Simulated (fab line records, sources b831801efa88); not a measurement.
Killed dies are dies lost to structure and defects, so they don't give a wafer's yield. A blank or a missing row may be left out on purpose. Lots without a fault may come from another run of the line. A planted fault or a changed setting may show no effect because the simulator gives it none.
Which tool did it? | flow sky130 | 6 lots, 18 wafers sampled, at 3 steps of a route of 708

WHAT THE GAUGES READ, wafer by wafer
SKY_NWELL_RS_MEAS_29: measures by four-point-probe.
lot  | measured     | on            | NWELL_RS (ohm/sq)
L221 | day 5 18:21  | film_metro-02 | 625.4 623.1 625.5
L224 | day 6 10:26  | film_metro-03 | 623.6 623.1 623.8
L226 | day 6 23:56  | film_metro-04 | 612.5 611.4 612.4
L236 | day 9 20:02  | film_metro-04 | 624.5 624.9 624.6
L239 | day 10 06:44 | film_metro-03 | 628.2 626.5 625.5
L242 | day 11 03:05 | film_metro-02 | 624.6 623.5 623.4

WHICH TOOL RAN EACH LOT (tool, then ch and the chambers of the sampled wafers, then the start)
lot  | SKY_FIELD_ISO_ETCH_15             | SKY_NWELL_IMPLANT_11
L221 | rie_diel-03 ch 0,2,3, day 2 14:39 | implanter-02 ch 0, day 4 23:54
L224 | rie_diel-02 ch 2,3, day 3 07:19   | implanter-04 ch 0, day 5 15:17
L226 | rie_diel-03 ch 1,2,3, day 3 16:07 | implanter-04 ch 0, day 6 03:50
L236 | rie_diel-02 ch 0,2,3, day 6 02:16 | implanter-01 ch 0, day 8 20:58
L239 | rie_diel-03 ch 0,3, day 6 11:10   | implanter-01 ch 0, day 9 07:49
L242 | rie_diel-01 ch 0,1, day 7 04:07   | implanter-02 ch 0, day 10 03:19
- SKY_FIELD_ISO_ETCH_15: etches the open film in CHF3/O2, stops on Si, target depth 180 nm, time 72 s.
- SKY_NWELL_IMPLANT_11

THE ANSWER, worked out from the rows above alone
Rule: what is usual is taken from the lots themselves. Put in order of their means at a reading, lots are off if they are a third of the lots or fewer, leave a main group of 4 or more, and stand apart from it by a gap of 3 or more times the standard deviation of the main group's means; of several such gaps the widest counts. A main group whose means are all the same, to the digits that the tables above print for the reading, isn't used. A lot without any number at a reading at which 4 lots or more have one is off too. The other lots that the step has rows for count as sound.
Off: L226, at SKY_NWELL_RS_MEAS_29 (NWELL_RS). The main group: mean 624.7 ohm/sq, standard deviation 1.1.
A tool fits if, at a process step before that reading, it ran every lot that is off, and no sound lot after the first of them. The gauges at SKY_NWELL_RS_MEAS_29 are tried like those tools. One fits: implanter-04 at SKY_NWELL_IMPLANT_11. Its last sound lot is L224 (day 5 15:17), its first lot that is off L226 (day 6 03:50): a fault that began between those two fits.

WHAT THE SIMULATOR HAD PUT IN
Process parameter drift: implanter-04, from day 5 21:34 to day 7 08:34, at SKY_NWELL_IMPLANT_11. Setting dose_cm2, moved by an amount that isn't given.
Lots struck among those shown: L226. The rule above found the same.
